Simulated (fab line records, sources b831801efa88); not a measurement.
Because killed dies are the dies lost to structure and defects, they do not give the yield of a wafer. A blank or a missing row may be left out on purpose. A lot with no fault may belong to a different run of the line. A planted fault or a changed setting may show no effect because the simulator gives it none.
fab line records | flow sky130
record lots=4 | wafers=12 | lastDay=49
route steps=708 shown LI_CONTACT@370 LOCAL_INTERCONNECT@387 CONTACT@406 PAD_OPEN@708
lots with no fault: from the same line, run without faults
startH: hours from the record's first day to the start of the lot's first wafer shown | waitH: hours from the lot's prior step to this one | " as in the row above | L1.1+2: several wafers, shown together as one row | - either no value or no given start | * or withheld: withheld | < > ~ a bound
route shown NAME@n: names a module that has steps shown in the file, with the first one's number in the route | usual: average and standard deviation across the fault-free wafers | same: alike in all rows | chamber/n: place in a boat | sites: the reading at each site | _std_site: the standard deviation of these | _edge_site: inner sites' mean taken away from outer sites' mean | radiusMm: how far each site lies from the wafer's centre | mask NAME#n: copy n | behind: the tool/chamber that last shaped the wafer | hold: what put the lot on hold/how long, in hours/how the hold closed | device: names the non-switching transistor (n, p or np) | end of line: tests of these same wafers at the route's end | where a step has no rows: the recipe by itself | killed: dies lost to structure and defects at the first sort, not the wafer's yield | map: a wafer's dies, marking killed ones x, the rest . and places with no die _
set.NAME: the setting as run; set.NAME@STEP: as run at that earlier step | model.NAME: the simulator's own value behind a step, which no gauge read
lots seen at some steps along the route; tables by step, rows by wafer
services: when a tool's chamber went out of use (startH, in hours from the record's first day, below 0 if earlier), for how many hours, and the reason
## steps
# step SKY_LI_CONTACT_SOFTBAKE_08
# recipe tempC=100 | timeS=90 | resist=KrF-thick
# step SKY_LI_CONTACT_EXPOSE_09
# recipe maskId=LICM1 | na=0.8 | sourceShape=annular | sigmaInner=0.55 | sigmaOuter=0.85 | targetCdNm=170 | doseMj=38
# step SKY_LI_CONTACT_PEB_10
# recipe pebTempC=withheld | pebTimeS=withheld | resist=KrF-thick
# step SKY_LI_CONTACT_DEVELOP_11
# recipe developTimeS=60 | resist=KrF-thick | devTempC=21
# step SKY_LI_CONTACT_ETCH_14
# recipe chemistry=N2/H2 | target=BARC | ionEnergyEv=200 | sourceW=500 | biasW=100 | pressureMtorr=30 | n2FlowSccm=100 | h2FlowSccm=200 | stopOn=SiO2 | timeS=45.9 | targetDepthA=600
# step SKY_LI_CONTACT_ETCH_15
# recipe target=PSG | chemistry=C4F8/O2/Ar | stopOn=Si | taperDeg=4.15 | maskMaterial=KrF-thick | sourceW=1500 | biasW=1200 | pressureMtorr=40 | c4f8FlowSccm=withheld | O2_flow_sccm=6 | Ar_flow_sccm=300 | timeS=withheld | targetDepthA=6000
# step SKY_LI_CONTACT_STRIP_16
# recipe chemistry=O2/N2 | powerW=1400 | pressureMtorr=1500 | platenTempC=withheld | o2FlowSccm=3000 | n2FlowSccm=300 | overashFraction=0.5
# step SKY_LI_CONTACT_CLEAN_17
# recipe chemistry=NMP | timeS=600 | tempC=60 | dry=n2Spin
# step SKY_LI_CONTACT_PRE_CLEAN_18
# recipe gas=Ar | timeS=5.6 | biasV=358
# step SKY_LI_CONTACT_SPUTTER_19
# recipe material=Ti | targetThkNm=20 | chamberPressurePa=5 | powerW=2500 | substrateTempC=200 | timeS=106.37
# step SKY_LI_CONTACT_SPUTTER_20
# recipe material=TiN | targetThkNm=20 | chamberPressurePa=5 | powerW=4000 | timeS=80
# usual throttleValvePct=30.0/1.2
lot.wafer | tool          | chamber | startH | waitH | throttleValvePct
L498.2    | pvdSputter-02 | -       | 727.87 | 0.0   | 30.6
L498.3    | "             | -       | "      | "     | 30.8
L498.5    | "             | -       | "      | "     | 29.4
L510.1    | pvdSputter-01 | -       | 818.10 | 0.0   | 31.3
L510.3    | "             | -       | "      | "     | 31.1
L510.6    | "             | -       | "      | "     | 31.4
L511.1    | pvdSputter-01 | -       | 823.24 | 0.0   | 31.4
L511.4    | "             | -       | "      | "     | 29.0
L511.6    | "             | -       | "      | "     | 29.0
L513.1    | pvdSputter-01 | -       | 833.74 | 0.0   | 29.0
L513.2    | "             | -       | "      | "     | 28.6
L513.5    | "             | -       | "      | "     | 28.6
# step SKY_LI_CONTACT_CVD_21
# recipe material=W | targetThkNm=400 | timeS=120.56 | tempC=400 | pressureTorr=40
# step SKY_LI_CONTACT_CMP_24
# recipe stopOn=PSG | tOverpolishS=20 | downForcePsi=3.5 | platenRpm=60 | targetThkNm=0 | padVelocityMS=0.94248
# step SKY_LOCAL_INTERCONNECT_SPUTTER_00
# recipe material=TiN | targetThkNm=100 | tempC=300 | powerW=6500 | timeS=83.3 | chamberPressurePa=0.4
# step SKY_LOCAL_INTERCONNECT_DEHYDRATE_03
# recipe tempC=200 | timeS=60
# step SKY_LOCAL_INTERCONNECT_HMDS_04
# recipe primeTimeS=60 | primeTempC=120
# step SKY_LOCAL_INTERCONNECT_COAT_05
# recipe resist=BARC | tempC=withheld | timeS=withheld | spinRpm=3000 | resistThkNm=60
# step SKY_LOCAL_INTERCONNECT_COAT_06
# recipe resist=KrF-thick | spinRpm=3000 | resistThkNm=450
# step SKY_LOCAL_INTERCONNECT_SOFTBAKE_07
# recipe tempC=100 | timeS=90 | resist=KrF-thick
# step SKY_LOCAL_INTERCONNECT_EXPOSE_08
# recipe maskId=LI1M | na=0.8 | sourceShape=annular | sigmaInner=0.55 | sigmaOuter=0.85 | targetCdNm=170 | doseMj=28
# step SKY_LOCAL_INTERCONNECT_PEB_09
# recipe pebTempC=withheld | pebTimeS=withheld | resist=KrF-thick
# step SKY_LOCAL_INTERCONNECT_DEVELOP_10
# recipe developTimeS=60 | resist=KrF-thick | devTempC=21
# step SKY_LOCAL_INTERCONNECT_ETCH_13
# recipe chemistry=N2/H2 | target=BARC | ionEnergyEv=200 | biasW=100 | pressureMtorr=30 | n2FlowSccm=100 | h2FlowSccm=200 | icpW=500 | stopOn=SiO2 | timeS=45.9 | targetDepthA=600
# step SKY_LOCAL_INTERCONNECT_METAL_ETCH_14
# recipe targetDepthNm=110 | stopOn=PSG | chemistry=Cl2/BCl3 | target=TiN | resistSidewallDeg=88 | pressureMtorr=10 | icpW=900 | biasW=48.5 | Cl2_flow_sccm=60 | bcl3FlowSccm=30 | timeS=31.4
# step SKY_LOCAL_INTERCONNECT_STRIP_15
# recipe chemistry=O2/N2 | powerW=1400 | pressureMtorr=1500 | platenTempC=withheld | o2FlowSccm=3000 | n2FlowSccm=300 | overashFraction=0.5
# step SKY_LOCAL_INTERCONNECT_STRIP_16
# recipe chemistry=postEtchResidueRemover | timeS=1200 | tempC=72.5
# step SKY_LOCAL_INTERCONNECT_CLEAN_17
# recipe chemistry=IPA | timeS=180 | tempC=25
# step SKY_LOCAL_INTERCONNECT_CLEAN_18
# recipe chemistry=O3/DIW | dry=n2Spin
# step SKY_CONTACT_CVD_00
# recipe material=Si3N4 | targetThkNm=75 | tempC=400 | timeS=withheld | rfW=450
# step SKY_CONTACT_HDPCVD_02
# recipe material=SiO2 | targetThkNm=565 | sigmaOpenFrac=0.3 | timeS=94.2 | tempC=600 | sih4FlowSccm=60 | pressureMtorr=6
# step SKY_CONTACT_CMP_04
# recipe material=SiO2 | downForcePsi=4 | platenRpm=60 | padVelocityMS=0.94248
# step SKY_PAD_OPEN_PROBE_99
# usual killed_at_M0_to_M3=43/7.8 | killed_at_M4_up=3.2/1.9 | killedAtContacts=24/5 | killedAtFrontEnd=14/4.5 | killedAtOther=0.2/0.41 | killedDies=84/9.6 | killedOnRim=17/3.8 | killedOpen=47/6.9 | killedShort=38/6
# same grossDies=492 | killedAtBackSide=0
lot.wafer | tool      | chamber | startH  | waitH | killed_at_M0_to_M3 | killed_at_M4_up | killedAtContacts | killedAtFrontEnd | killedAtOther | killedDies | killedOnRim | killedOpen | killedShort
L498.2    | prober-02 | -       | 1109.50 | 0.1   | 43                 | 6               | 29               | 9                | 1             | 88         | 16          | 50         | 38
L498.3    | prober-02 | -       | 1109.55 | 0.2   | 36                 | 4               | 24               | 20               | 0             | 84         | 12          | 46         | 38
L498.5    | prober-02 | -       | 1109.65 | 0.2   | 40                 | 3               | 30               | 8                | 0             | 81         | 13          | 49         | 32
L510.1    | prober-02 | -       | 1177.94 | 0.1   | 59                 | 3               | 26               | 15               | 0             | 103        | 26          | 59         | 44
L510.3    | prober-02 | -       | 1178.04 | 0.2   | 39                 | 3               | 22               | 12               | 0             | 76         | 20          | 46         | 30
L510.6    | prober-02 | -       | 1178.19 | 0.2   | 51                 | 6               | 22               | 10               | 0             | 89         | 14          | 52         | 37
L511.1    | prober-01 | -       | 1180.10 | 0.1   | 43                 | 3               | 54               | 12               | 0             | 112        | 23          | 42         | 36
L511.4    | prober-01 | -       | 1180.25 | 0.2   | 33                 | 1               | 67               | 20               | 0             | 121        | 16          | 39         | 36
L511.6    | prober-01 | -       | 1180.35 | 0.2   | 44                 | 0               | 66               | 17               | 0             | 127        | 15          | 43         | 37
L513.1    | prober-01 | -       | 1187.67 | 0.1   | 44                 | 2               | 61               | 9                | 1             | 117        | 12          | 46         | 31
L513.2    | prober-01 | -       | 1187.72 | 0.1   | 38                 | 4               | 53               | 9                | 0             | 104        | 15          | 47         | 22
L513.5    | prober-01 | -       | 1187.87 | 0.2   | 38                 | 5               | 72               | 11               | 1             | 127        | 16          | 41         | 44
# killed by level:class
L498.2 VIA1:geometricParticle:open=10 CONTACT:geometricParticle:open=10 VIA1:geometricParticle:short=7 VIA3:geometricParticle:open=7 LI_CONTACT:geometricParticle:open=6 LOCAL_INTERCONNECT:geometricParticle:short=6 METAL1:geometricParticle:short=5 METAL2:geometricParticle:short=4
L498.3 CONTACT:geometricParticle:open=9 VIA3:geometricParticle:open=8 CONTACT:geometricParticle:short=6 VIA1:geometricParticle:open=6 FIELD_ISO:geometricParticle:open=5 POLY_GATE:geometricParticle:short=5 METAL1:geometricParticle:short=5 VIA2:geometricParticle:open=5
L498.5 VIA1:geometricParticle:open=15 LI_CONTACT:geometricParticle:open=10 CONTACT:geometricParticle:open=10 VIA1:geometricParticle:short=6 CONTACT:geometricParticle:short=5 METAL2:geometricParticle:short=4 VIA2:geometricParticle:open=4 VIA3:geometricParticle:open=4
L510.1 VIA1:geometricParticle:open=15 METAL2:geometricParticle:short=10 LI_CONTACT:geometricParticle:open=10 CONTACT:geometricParticle:open=9 VIA2:geometricParticle:open=7 METAL1:geometricParticle:short=7 VIA3:geometricParticle:open=5 POLY_GATE:geometricParticle:open=4
L510.3 VIA1:geometricParticle:open=14 CONTACT:geometricParticle:open=10 LOCAL_INTERCONNECT:geometricParticle:short=6 VIA2:geometricParticle:open=6 FIELD_ISO:geometricParticle:short=4 POLY_GATE:geometricParticle:open=4 METAL3:geometricParticle:short=4 LI_CONTACT:geometricParticle:open=3
L510.6 VIA1:geometricParticle:open=14 VIA2:geometricParticle:open=13 LI_CONTACT:geometricParticle:open=7 VIA1:geometricParticle:short=7 METAL2:geometricParticle:short=5 CONTACT:geometricParticle:open=5 FIELD_ISO:geometricParticle:open=4 LI_CONTACT:geometricParticle:short=4
L511.1 LI_CONTACT:unspecified=34 CONTACT:geometricParticle:open=14 VIA1:geometricParticle:open=11 METAL2:geometricParticle:short=9 METAL1:geometricParticle:short=5 VIA2:geometricParticle:open=5 POLY_GATE:geometricParticle:short=4 VIA2:geometricParticle:short=3
L511.4 LI_CONTACT:unspecified=46 LI_CONTACT:geometricParticle:open=10 VIA3:geometricParticle:open=7 FIELD_ISO:geometricParticle:short=6 VIA1:geometricParticle:open=6 METAL1:geometricParticle:short=5 POLY_GATE:geometricParticle:open=4 METAL2:geometricParticle:short=4
L511.6 LI_CONTACT:unspecified=47 FIELD_ISO:geometricParticle:short=7 CONTACT:geometricParticle:open=7 METAL1:geometricParticle:short=7 VIA1:geometricParticle:open=6 METAL2:geometricParticle:short=6 VIA2:geometricParticle:open=6 VIA3:geometricParticle:open=6
L513.1 LI_CONTACT:unspecified=40 VIA1:geometricParticle:open=12 VIA2:geometricParticle:open=8 LI_CONTACT:geometricParticle:open=7 CONTACT:geometricParticle:open=6 METAL2:geometricParticle:short=6 VIA3:geometricParticle:open=6 CONTACT:geometricParticle:short=5
L513.2 LI_CONTACT:unspecified=35 CONTACT:geometricParticle:open=12 VIA1:geometricParticle:open=12 VIA3:geometricParticle:open=7 FIELD_ISO:geometricParticle:short=5 VIA1:geometricParticle:short=5 LI_CONTACT:geometricParticle:open=3 METAL1:geometricParticle:short=3
L513.5 LI_CONTACT:unspecified=42 VIA1:geometricParticle:open=11 LI_CONTACT:geometricParticle:open=9 METAL1:geometricParticle:short=8 LOCAL_INTERCONNECT:geometricParticle:short=7 CONTACT:geometricParticle:short=6 VIA3:geometricParticle:open=5 CONTACT:geometricParticle:open=5
# map L511.6 (x killed, . not)
__________.x........_________
________...........x.._______
______.....x..x........x_____
_____x...x.......xx.....x____
____..x.....x.xx.x........___
___........xxxx......x.....__
__...xxx..x.xxx.xx...x.....x_
_...x......xxx.xxxx.......x..
_........x.xxxxxx.x..x.x..x..
_xx.xx..xx.xxxxxxxxx.........
_.......x..xxxxxx.x..xx......
_......x...x.xx.xx.....xx...x
_.x..........xxxx.....x....xx
_.....x......xx..x...........
_..............x...x...xx...x
__....x..x...x..x..xx..xx..x_
___........................__
____..x..xx...x..xx.......___
_____x.........x.....xx..____
______..........x....x.._____
________x.....x...xx.._______
__________.........._________
# map L513.5 (x killed, . not)
__________x........x_________
________x.......x..xx._______
______x..........x......_____
_____....x..x...xxx......____
____..x...x...............___
___.xxx................x...__
__.x.x............xx.x...x.._
_...x..xx.xxx.....x......x...
_.....x.x...........x.x......
_.x.......x...xxxx........xx.
_........xx......xx.x....x.x.
_....xx.........x.x.x..x.x...
_.....x.........x......x.x.x.
_...........x.x..............
_...x...x........xx...x......
__......x.....x.x.x........._
___..x..x.....xxxxx..x..x.x__
____.....xx.xxxxxxxxxx...x___
_____........xxxxxxxxxx..____
______.x.x..xx.xxxxx.x.._____
________....x.xx.xxx.._______
__________....x..xx._________
## services
tool          | chamber | startH | hours | kind
pvdSputter-01 | 2       | 707.06 | -     | consumableReplace:kit
pvdSputter-01 | 2       | 707.06 | 18.0  | scheduledDown
pvdSputter-01 | 2       | 707.06 | 18.0  | ventCycle
pvdSputter-02 | -       | 742.50 | 17.1  | repair
pvdSputter-02 | -       | 751.51 | 2.5   | repair
pvdSputter-02 | 0       | 777.09 | -     | consumableReplace:kit
pvdSputter-02 | 0       | 777.09 | 18.0  | scheduledDown
pvdSputter-02 | 0       | 777.09 | 18.0  | ventCycle
pvdSputter-01 | -       | 783.51 | 7.0   | repair
pvdSputter-02 | -       | 793.71 | 5.4   | repair
pvdSputter-02 | -       | 797.55 | 25.6  | repair
## key
firstSign step=SKY_PAD_OPEN_PROBE_99 | reading=killedAtContacts | direction=up | sigmas=7.6 | usual=24 | struck=62
effect step=SKY_PAD_OPEN_PROBE_99 | reading=killedDies | direction=up | sigmas=3.5 | usual=84 | struck=118
metAt SKY_LI_CONTACT_SPUTTER_20
struckWafers L511.1,L511.4,L511.6,L513.1,L513.2,L513.5
testerLeftOut L511,L513
onsetBetween 818.10 823.24
alsoFits time
fault kind=chamberParticleSource | tool=pvdSputter-01 | chamber=- | onsetH=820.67 | steps=SKY_LI_CONTACT_SPUTTER_20 | ratePerVisitCm2=0.40067 | endH=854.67
# testerLeftOut: of these lots the tester's yield and bins aren't shown, on N5 and GAA mostly nor the transistor test; their killed dies are dies lost to structure and defects alone, not to doping, threshold or leakage, so they don't give the yield
